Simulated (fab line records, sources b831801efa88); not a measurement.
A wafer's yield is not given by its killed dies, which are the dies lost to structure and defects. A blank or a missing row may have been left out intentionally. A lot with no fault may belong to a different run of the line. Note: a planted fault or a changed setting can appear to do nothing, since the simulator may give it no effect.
Struck lot and sound lot, side by side -- flow sky130 -- 16 steps out of a route of 708
Sound: these wafers, L689.2, L689.4, L689.5. The struck wafers were L693.3, L693.4, L693.6. The cause is given at the end.
Each step with rows lists, per side, the tool, then ch with its chambers, then its first start. Under that, the readings that differ: sound wafers -- struck wafers -- difference of the means -- sigmas: that difference in standard deviations of wafers without a fault.
alike: a reading whose means differ by less than 2 such deviations, as well as words and numbers matching on both sides. not compared: withheld readings; readings where some wafer has no value; bounds like >300 that might hide an equal value; numbers whose values overlap and for which the record gives no deviation.
A row with sigmas, a row that says differs or no value, or rows on one side alone: a step with any of these is where the two part. Numbers that don't overlap but have no deviation are shown without sigmas and don't part them. A reading that every wafer of one side lacks parts them only if that side has two wafers or more.

first, 3 steps without rows for these wafers: SKY_SONOS_TUNNEL_EXPOSE_04 (exposes mask TUNM, target cd 410 nm); SKY_SONOS_TUNNEL_PEB_05; SKY_SONOS_TUNNEL_DEVELOP_06 (develop time 60 s).
SKY_SONOS_TUNNEL_CD_MEAS_07: target cd 410 nm.
  struck on cd_sem-02, day 15 05:34; sound on cd_sem-01, day 14 01:08
  alike: cd_nm
SKY_SONOS_TUNNEL_OVL_MEAS_08:
  struck on overlay-01, day 15 05:40; sound on overlay-02, day 14 01:14
  alike: SONOS_TUNNEL_OVL
then, 3 steps without rows for these wafers: SKY_SONOS_TUNNEL_IMPLANT_09; SKY_SONOS_TUNNEL_WET_ETCH_10 (etches SiO2 in dHF, target depth 14 nm, time 280 s); SKY_SONOS_TUNNEL_STRIP_11 (strips in SPM, time 600 s).
SKY_SONOS_TUNNEL_TW_MEAS_12:
  struck on film_metro-01, day 15 06:07; sound on film_metro-04, day 14 01:42
  alike: SONOS_TUNNEL_TW
then, 2 steps without rows for these wafers: SKY_SONOS_TUNNEL_CLEAN_13 (cleans in dHF, time 20 s); SKY_SONOS_ONO_OXIDATION_00 (stabilise 600 s, purge 300 s, target thk 2.6 nm).
SKY_SONOS_ONO_THK_MEAS_01:
  struck on film_metro-01, day 15 08:56; sound on film_metro-01, day 14 05:42
  alike: SONOS_ONO_OXIDATION_THK
SKY_SONOS_ONO_CVD_02: deposits Si3N4 from DCS/NH3, target thk 10.5 nm, time 180 s.
  sound on lpcvd-02 ch 0, day 14 06:49; struck on lpcvd-02 ch 0, day 15 10:29
reading,sound,struck,difference,sigmas
spike_tc_bottom_C (C),789.0 788.6 787.5,810.2 810.6 810.4,+22.0,+14
spike_tc_centre_C (C),769.3 769.9 770.8,792.2 793.5 793.6,+23.1,+23
spike_tc_lower_C (C),769.4 771.7 768.2,792.6 792.2 793.1,+22.9,+21
spike_tc_top_C (C),782.6 783.4 785.1,805.7 804.8 804.6,+21.3,+11
spike_tc_upper_C (C),769.3 771.4 769.9,791.9 791.6 793.6,+22.2,+25
susceptor_temp_C (C),769.8 770.0 769.2,792.6 792.0 791.5,+22.4,+66
zone_power_bottom_pct (%),19.75 19.52 20.05,21.32 21.18 21.15,+1.44,+5
zone_power_top_pct (%),22.87 23.09 22.83,23.84 23.92 23.97,+0.98,+4
zone_power_upper_pct (%),13.21 13.16 13.03,13.88 13.67 13.55,+0.57,+4
model.Si3N4_of_SONOS_ONO_CVD_02.thk_nm (nm),10.65 10.66 10.6,16 15.91 15.95,+5,
SKY_SONOS_ONO_THK_MEAS_03:
  struck on film_metro-01, day 15 12:05; sound on film_metro-03, day 14 07:53
reading,sound,struck,difference,sigmas
SONOS_ONO_CVD_02_THK (nm),10.66 10.62 10.63,16.03 15.90 16.02,+5.35,+41
then, 1 step without rows for these wafers: SKY_SONOS_ONO_CVD_04 (deposits SiO2 from SiH4/N2O, target thk 5.7199 nm).
-- record jumps: 33 days separate the struck wafers' starts on either side; left off in module SONOS_ONO, taken up again in module PAD_OPEN, whose first shown step is the route's number 708 --
SKY_PAD_OPEN_PROBE_99:
  struck on prober-02, day 48 16:59; sound on prober-01, day 48 07:04
  alike: killed_at_M0_to_M3, killed_at_M4_up, killed_at_contacts, killed_at_front_end, killed_at_other, killed_dies, killed_open, killed_short

== WHERE THEY PART ==
At SKY_SONOS_ONO_CVD_02 first; at SKY_SONOS_ONO_THK_MEAS_03 last (within this record only). Later steps at which nothing parts them and some readings are alike: SKY_PAD_OPEN_PROBE_99.

WHY: what had been put in by the simulator
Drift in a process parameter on lpcvd-02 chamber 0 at SKY_SONOS_ONO_CVD_02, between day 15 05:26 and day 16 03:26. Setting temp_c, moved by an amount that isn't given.
